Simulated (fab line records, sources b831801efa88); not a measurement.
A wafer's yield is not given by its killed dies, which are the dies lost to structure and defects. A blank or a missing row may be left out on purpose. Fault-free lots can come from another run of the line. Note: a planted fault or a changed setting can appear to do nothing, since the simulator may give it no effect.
What tool caused it? + flow gf180mcu + Sampling: 24 lots, 72 wafers, 6 of 602 route steps

## WHAT THE GAUGES READ, wafer by wafer
GF_V1_CD_MEAS_14 targets a cd of 260 nm.
| lot  | measured     | on       | cdNm (nm)         |
|------|--------------|----------|-------------------|
| L074 | day 18 04:35 | cdSem-02 | 260.9 260.4 259.9 |
| L075 | day 18 14:58 | cdSem-02 | 260.2 260.9 261.0 |
| L076 | day 18 23:25 | cdSem-01 | 258.6 259.7 259.4 |
| L077 | day 19 07:29 | cdSem-02 | 261.4 260.4 261.2 |
| L078 | day 19 21:38 | cdSem-01 | 261.5 261.5 261.4 |
| L079 | day 20 02:17 | cdSem-02 | 259.6 260.5 259.9 |
| L080 | day 20 12:25 | cdSem-02 | 259.4 258.3 260.2 |
| L081 | day 21 00:32 | cdSem-01 | 260.0 261.0 260.7 |
| L082 | day 21 07:21 | cdSem-01 | 260.1 260.4 260.3 |
| L083 | day 21 15:07 | cdSem-01 | 258.4 259.1 258.7 |
| L084 | day 22 06:16 | cdSem-01 | 260.7 260.0 260.3 |
| L085 | day 22 11:28 | cdSem-01 | 259.9 259.5 260.2 |
| L086 | day 22 13:53 | cdSem-02 | 259.1 258.1 257.1 |
| L087 | day 22 20:16 | cdSem-01 | 260.8 261.1 262.5 |
| L088 | day 23 09:07 | cdSem-02 | 263.7 261.7 263.8 |
| L089 | day 23 16:32 | cdSem-01 | 261.4 259.8 260.7 |
| L090 | day 24 07:02 | cdSem-02 | 258.8 258.9 258.1 |
| L091 | day 24 22:43 | cdSem-02 | 258.1 259.2 258.2 |
| L092 | day 25 11:34 | cdSem-01 | 262.6 260.8 260.2 |
| L094 | day 25 15:35 | cdSem-01 | 261.3 261.8 261.2 |
| L093 | day 25 16:14 | cdSem-02 | 260.6 261.9 260.9 |
| L095 | day 25 18:24 | cdSem-01 | 261.0 260.5 261.5 |
| L096 | day 26 09:05 | cdSem-02 | 260.6 260.1 259.9 |
| L097 | day 26 12:20 | cdSem-02 | 261.7 261.3 262.3 |

GF_TOP_METAL_CD_MEAS_14 targets a cd of 440 nm.
| lot  | measured     | on       | cdNm (nm)         |
|------|--------------|----------|-------------------|
| L074 | day 28 06:34 | cdSem-01 | 437.6 439.3 437.0 |
| L075 | day 28 14:41 | cdSem-01 | 444.0 441.7 440.8 |
| L076 | day 29 04:33 | cdSem-01 | 441.1 438.7 438.9 |
| L077 | day 29 04:49 | cdSem-02 | 439.4 438.4 437.3 |
| L078 | day 29 16:14 | cdSem-02 | 440.6 441.3 441.6 |
| L079 | day 29 18:38 | cdSem-02 | 444.6 440.1 440.6 |
| L080 | day 30 02:04 | cdSem-01 | 440.0 437.9 440.1 |
| L081 | day 30 13:29 | cdSem-01 | 439.1 438.5 437.8 |
| L082 | day 30 15:53 | cdSem-02 | 439.6 442.8 440.3 |
| L083 | day 31 00:56 | cdSem-02 | 446.9 448.3 447.2 |
| L084 | day 31 10:05 | cdSem-01 | 440.0 439.6 439.7 |
| L085 | day 31 13:37 | cdSem-01 | 440.6 439.3 437.7 |
| L086 | day 31 17:16 | cdSem-01 | 440.8 442.6 439.2 |
| L087 | day 31 20:08 | cdSem-01 | 442.7 443.9 444.5 |
| L088 | day 32 06:37 | cdSem-02 | 441.9 440.7 441.1 |
| L089 | day 32 11:52 | cdSem-02 | 440.8 441.4 443.7 |
| L090 | day 33 00:14 | cdSem-01 | 438.4 440.2 436.9 |
| L091 | day 33 08:34 | cdSem-01 | 445.1 442.9 444.4 |
| L092 | day 33 20:58 | cdSem-01 | 439.3 438.1 438.9 |
| L094 | day 33 21:05 | cdSem-02 | 439.7 436.5 439.0 |
| L093 | day 33 22:53 | cdSem-02 | 440.8 440.1 440.0 |
| L095 | day 33 23:44 | cdSem-01 | 439.6 437.8 437.0 |
| L096 | day 34 13:04 | cdSem-02 | 441.1 439.7 442.0 |
| L097 | day 34 13:22 | cdSem-01 | 437.0 438.4 435.7 |

## TOOL THAT RAN EACH LOT (tool first, then ch and the chambers of the sampled wafers, then the start)
| lot  | GF_V1_ETCH_16                     | GF_M4_STRIP_17                      | GF_V4_ETCH_17                                | GF_TOP_METAL_SPUTTER_02     |
|------|-----------------------------------|-------------------------------------|----------------------------------------------|-----------------------------|
| L074 | rieDiel-02 ch 0,3, day 18 04:43   | plasmaAsher-03 ch 0,1, day 23 12:26 | rieDiel-01 ch 0,3, day 27 10:28 or earlier   | pvdSputter-04, day 27 10:28 |
| L075 | rieDiel-01 ch 0,1,2, day 18 15:07 | plasmaAsher-03 ch 0,1, day 23 21:44 | rieDiel-01 ch 0,2,3, day 27 18:46 or earlier | pvdSputter-04, day 27 18:46 |
| L076 | rieDiel-03 ch 0,1,3, day 18 23:33 | plasmaAsher-02 ch 0,1, day 24 08:50 | rieDiel-01 ch 0,2,3, day 28 09:12 or earlier | pvdSputter-01, day 28 09:12 |
| L077 | rieDiel-03 ch 1,2, day 19 07:37   | plasmaAsher-03 ch 0, day 24 13:50   | rieDiel-01 ch 0,1, day 28 09:30 or earlier   | pvdSputter-02, day 28 09:30 |
| L078 | rieDiel-01 ch 1,3, day 19 21:45   | plasmaAsher-02 ch 0,1, day 25 03:38 | rieDiel-04 ch 0,1, day 28 20:46 or earlier   | pvdSputter-04, day 28 20:46 |
| L079 | rieDiel-01 ch 0,2,3, day 20 02:27 | plasmaAsher-04 ch 0,1, day 25 06:20 | rieDiel-04 ch 0,2, day 28 23:52 or earlier   | pvdSputter-04, day 28 23:52 |
| L080 | rieDiel-01 ch 0,1,2, day 20 12:33 | plasmaAsher-03 ch 0,1, day 25 15:17 | rieDiel-03 ch 0,1,2, day 29 07:39 or earlier | pvdSputter-02, day 29 07:39 |
| L081 | rieDiel-01 ch 1,2, day 21 00:39   | plasmaAsher-02 ch 0,1, day 26 03:38 | rieDiel-04 ch 1,2,3, day 29 18:38 or earlier | pvdSputter-02, day 29 18:38 |
| L082 | rieDiel-03 ch 1,2,3, day 21 07:28 | plasmaAsher-03 ch 0,1, day 26 07:38 | rieDiel-03 ch 0,1,2, day 29 21:49 or earlier | pvdSputter-02, day 29 21:49 |
| L083 | rieDiel-01 ch 0,2,3, day 21 15:16 | plasmaAsher-03 ch 0,1, day 26 15:56 | rieDiel-04 ch 0,1,2, day 30 06:31 or earlier | pvdSputter-01, day 30 06:31 |
| L084 | rieDiel-01 ch 0,2, day 22 06:25   | plasmaAsher-03 ch 0,1, day 27 04:29 | rieDiel-03 ch 0,1,3, day 30 16:19 or earlier | pvdSputter-01, day 30 16:19 |
| L085 | rieDiel-01 ch 1,2, day 22 11:37   | plasmaAsher-04 ch 0,1, day 27 09:05 | rieDiel-04 ch 0,3, day 30 20:10 or earlier   | pvdSputter-01, day 30 20:10 |
| L086 | rieDiel-02 ch 0,1,2, day 22 14:01 | plasmaAsher-04 ch 0,1, day 27 11:58 | rieDiel-04 ch 0,1,2, day 30 23:28 or earlier | pvdSputter-01, day 30 23:28 |
| L087 | rieDiel-02 ch 1,2,3, day 22 20:25 | plasmaAsher-02 ch 0,1, day 27 17:16 | rieDiel-03 ch 0,1,2, day 31 02:25 or earlier | pvdSputter-01, day 31 02:25 |
| L088 | rieDiel-01 ch 0,1,2, day 23 09:16 | plasmaAsher-02 ch 0,1, day 28 04:38 | rieDiel-01 ch 0,3, day 31 14:00 or earlier   | pvdSputter-04, day 31 14:00 |
| L089 | rieDiel-02 ch 0,1,3, day 23 16:40 | plasmaAsher-02 ch 0,1, day 28 11:32 | rieDiel-03 ch 1,2, day 31 20:25 or earlier   | pvdSputter-02, day 31 20:25 |
| L090 | rieDiel-02 ch 1,2,3, day 24 07:10 | plasmaAsher-04 ch 0,1, day 29 00:38 | rieDiel-03 ch 0,1, day 32 07:46 or earlier   | pvdSputter-02, day 32 07:46 |
| L091 | rieDiel-03 ch 1,2, day 24 22:52   | plasmaAsher-04 ch 0,1, day 29 11:44 | rieDiel-03 ch 0,2, day 32 16:37 or earlier   | pvdSputter-02, day 32 16:37 |
| L092 | rieDiel-03 ch 1,3, day 25 11:43   | plasmaAsher-04 ch 1, day 30 00:56   | rieDiel-01 ch 0,2,3, day 33 04:51 or earlier | pvdSputter-01, day 33 04:51 |
| L094 | rieDiel-02 ch 0,1,3, day 25 15:44 | plasmaAsher-04 ch 0,1, day 30 03:47 | rieDiel-03 ch 1,2, day 33 05:39 or earlier   | pvdSputter-02, day 33 05:39 |
| L093 | rieDiel-03 ch 0,1,3, day 25 16:23 | plasmaAsher-03 ch 0,1, day 30 04:38 | rieDiel-04 ch 0,2,3, day 33 07:02 or earlier | pvdSputter-02, day 33 07:02 |
| L095 | rieDiel-03 ch 0,1, day 25 18:31   | plasmaAsher-04 ch 0,1, day 30 06:11 | rieDiel-01 ch 0,2,3, day 33 07:55 or earlier | pvdSputter-01, day 33 07:55 |
| L096 | rieDiel-01 ch 0,1,2, day 26 09:13 | plasmaAsher-03 ch 0, day 30 19:47   | rieDiel-01 ch 0,2,3, day 33 21:22 or earlier | pvdSputter-01, day 33 21:22 |
| L097 | rieDiel-01 ch 1,3, day 26 12:28   | plasmaAsher-04 ch 0,1, day 30 22:23 | rieDiel-01 ch 0,1,3, day 33 21:41 or earlier | pvdSputter-04, day 33 21:41 |
- GF_V1_ETCH_16: etches BARC in N2/H2.
- GF_M4_STRIP_17: strips in O2/N2.
- GF_V4_ETCH_17: etches SiO2 in C4F8/O2/Ar, stops on TiN, target depth 630 nm.
- GF_TOP_METAL_SPUTTER_02: material AlCu, target thk 900 nm, time 47.82 s.

## WHAT THE TOOLS THEMSELVES READ (means of the sampled wafers that have a number; where no wafer has one, the mark that the record gives instead)
GF_V1_ETCH_16.
| lot  | tool       | drypumpMotorCurrentA (A) | h2FlowSccm (sccm) | oesProductAu (a.u.) | throttleValvePct (%) |
|------|------------|--------------------------|-------------------|---------------------|----------------------|
| L074 | rieDiel-02 | 5.8                      | 199.5             | 0.859               | 13.227               |
| L075 | rieDiel-01 | 5.8                      | 200.1             | 0.856               | 13.218               |
| L076 | rieDiel-03 | 5.6                      | 200.8             | 0.852               | 13.223               |
| L077 | rieDiel-03 | 5.4                      | 200.8             | 0.856               | 13.231               |
| L078 | rieDiel-01 | 5.6                      | 200.5             | 0.857               | 13.229               |
| L079 | rieDiel-01 | 5.5                      | 200.5             | 0.860               | 13.219               |
| L080 | rieDiel-01 | 5.8                      | 200.3             | 0.854               | 13.222               |
| L081 | rieDiel-01 | 6.0                      | 200.0             | 0.856               | 13.217               |
| L082 | rieDiel-03 | 5.2                      | 198.9             | 0.859               | 13.229               |
| L083 | rieDiel-01 | 5.5                      | 199.4             | 0.859               | 13.219               |
| L084 | rieDiel-01 | 5.7                      | 200.1             | 0.856               | 13.221               |
| L085 | rieDiel-01 | 6.0                      | 200.0             | 0.859               | 13.223               |
| L086 | rieDiel-02 | 5.6                      | 200.0             | 0.859               | 13.230               |
| L087 | rieDiel-02 | 5.6                      | 199.3             | 0.856               | 13.215               |
| L088 | rieDiel-01 | 5.8                      | 200.0             | 0.856               | 13.236               |
| L089 | rieDiel-02 | 5.7                      | 199.6             | 0.858               | 13.224               |
| L090 | rieDiel-02 | 5.6                      | 200.2             | 0.860               | 13.225               |
| L091 | rieDiel-03 | 5.4                      | 199.9             | 0.858               | 13.219               |
| L092 | rieDiel-03 | 5.0                      | 199.7             | 0.856               | 13.220               |
| L094 | rieDiel-02 | 5.7                      | 199.5             | 0.854               | 13.212               |
| L093 | rieDiel-03 | 5.6                      | 200.0             | 0.857               | 13.237               |
| L095 | rieDiel-03 | 5.7                      | 200.7             | 0.854               | 13.220               |
| L096 | rieDiel-01 | 5.8                      | 199.6             | 0.856               | 13.223               |
| L097 | rieDiel-01 | 5.6                      | 200.2             | 0.854               | 13.228               |

GF_M4_STRIP_17.
| lot  | tool           | drypumpMotorCurrentA (A) | heaterPowerW (W) | oesProductAu (a.u.) | stripTimeToEndpointS (s) |
|------|----------------|--------------------------|------------------|---------------------|--------------------------|
| L074 | plasmaAsher-03 | 5.4                      | 319              | 0.537               | 7.35                     |
| L075 | plasmaAsher-03 | 5.2                      | 327              | 0.537               | 7.40                     |
| L076 | plasmaAsher-02 | 5.5                      | 326              | 0.538               | 7.40                     |
| L077 | plasmaAsher-03 | 5.5                      | 305              | 0.531               | 7.34                     |
| L078 | plasmaAsher-02 | 5.5                      | 322              | 0.535               | 7.37                     |
| L079 | plasmaAsher-04 | 5.9                      | 344              | 0.537               | 7.39                     |
| L080 | plasmaAsher-03 | 5.4                      | 317              | 0.531               | 7.36                     |
| L081 | plasmaAsher-02 | 5.5                      | 326              | 0.538               | 7.36                     |
| L082 | plasmaAsher-03 | 5.2                      | 325              | 0.538               | 7.38                     |
| L083 | plasmaAsher-03 | 5.3                      | 328              | 0.534               | 7.29                     |
| L084 | plasmaAsher-03 | 5.4                      | 315              | 0.533               | 7.36                     |
| L085 | plasmaAsher-04 | 5.8                      | 374              | 0.539               | 7.47                     |
| L086 | plasmaAsher-04 | 5.8                      | 368              | 0.536               | 7.31                     |
| L087 | plasmaAsher-02 | 5.5                      | 328              | 0.537               | 7.33                     |
| L088 | plasmaAsher-02 | 5.5                      | 332              | 0.541               | 7.40                     |
| L089 | plasmaAsher-02 | 5.6                      | 333              | 0.537               | 7.40                     |
| L090 | plasmaAsher-04 | 5.9                      | 346              | 0.538               | 7.40                     |
| L091 | plasmaAsher-04 | 5.8                      | 368              | 0.535               | 7.38                     |
| L092 | plasmaAsher-04 | 5.7                      | 406              | 0.535               | 7.39                     |
| L094 | plasmaAsher-04 | 5.8                      | 367              | 0.541               | 7.39                     |
| L093 | plasmaAsher-03 | 5.2                      | 329              | 0.536               | 7.33                     |
| L095 | plasmaAsher-04 | 6.0                      | 343              | 0.531               | 7.32                     |
| L096 | plasmaAsher-03 | 5.5                      | 306              | 0.534               | 7.36                     |
| L097 | plasmaAsher-04 | 5.8                      | 370              | 0.535               | 7.35                     |

GF_V4_ETCH_17.
| lot  | tool       | oesProductAu (a.u.) |
|------|------------|---------------------|
| L074 | rieDiel-01 | 0.855               |
| L075 | rieDiel-01 | 0.853               |
| L076 | rieDiel-01 | 0.857               |
| L077 | rieDiel-01 | 0.855               |
| L078 | rieDiel-04 | 0.857               |
| L079 | rieDiel-04 | 0.863               |
| L080 | rieDiel-03 | 0.857               |
| L081 | rieDiel-04 | 0.860               |
| L082 | rieDiel-03 | 0.856               |
| L083 | rieDiel-04 | 0.863               |
| L084 | rieDiel-03 | 0.854               |
| L085 | rieDiel-04 | 0.853               |
| L086 | rieDiel-04 | 0.853               |
| L087 | rieDiel-03 | 0.856               |
| L088 | rieDiel-01 | 0.852               |
| L089 | rieDiel-03 | 0.854               |
| L090 | rieDiel-03 | 0.854               |
| L091 | rieDiel-03 | 0.859               |
| L092 | rieDiel-01 | 0.860               |
| L094 | rieDiel-03 | 0.852               |
| L093 | rieDiel-04 | 0.859               |
| L095 | rieDiel-01 | 0.856               |
| L096 | rieDiel-01 | 0.860               |
| L097 | rieDiel-01 | 0.857               |

GF_TOP_METAL_SPUTTER_02.
| lot  | tool          | throttleValvePct (%) |
|------|---------------|----------------------|
| L074 | pvdSputter-04 | 28.8                 |
| L075 | pvdSputter-04 | 30.2                 |
| L076 | pvdSputter-01 | 29.9                 |
| L077 | pvdSputter-02 | 29.2                 |
| L078 | pvdSputter-04 | 29.8                 |
| L079 | pvdSputter-04 | 29.1                 |
| L080 | pvdSputter-02 | 29.6                 |
| L081 | pvdSputter-02 | 29.4                 |
| L082 | pvdSputter-02 | 29.3                 |
| L083 | pvdSputter-01 | 29.9                 |
| L084 | pvdSputter-01 | 30.8                 |
| L085 | pvdSputter-01 | 28.9                 |
| L086 | pvdSputter-01 | 29.0                 |
| L087 | pvdSputter-01 | 29.3                 |
| L088 | pvdSputter-04 | 29.0                 |
| L089 | pvdSputter-02 | 29.9                 |
| L090 | pvdSputter-02 | 29.2                 |
| L091 | pvdSputter-02 | 29.7                 |
| L092 | pvdSputter-01 | 30.5                 |
| L094 | pvdSputter-02 | 29.6                 |
| L093 | pvdSputter-02 | 29.7                 |
| L095 | pvdSputter-01 | 30.7                 |
| L096 | pvdSputter-01 | 29.7                 |
| L097 | pvdSputter-04 | 29.0                 |

## THE ANSWER, worked out from the rows above alone
Rule: the usual values come from the lots themselves. The widest of any qualifying gaps counts: lots, ordered by their means at a reading, are off when they make up no more than a third of the lots, leave a main group of 4 or more, and stand apart from it by 3 or more times the standard deviation of that group's means. A main group whose means are all the same, to the digits that the tables above print for the reading, isn't used. Also off: a lot with no number at a reading for which 4 or more lots have one. Where the step has rows for the other lots, those lots are counted as sound. First the gauges in route order, then the tools' own readings, where a lot's mean is used as printed above. At the first step where some lot is off, the reading lying furthest off is the one used; lots without a number count as furthest.
No lot is off on any of the readings shown, so nothing can be concluded from this.

## WHAT THE SIMULATOR PUT IN
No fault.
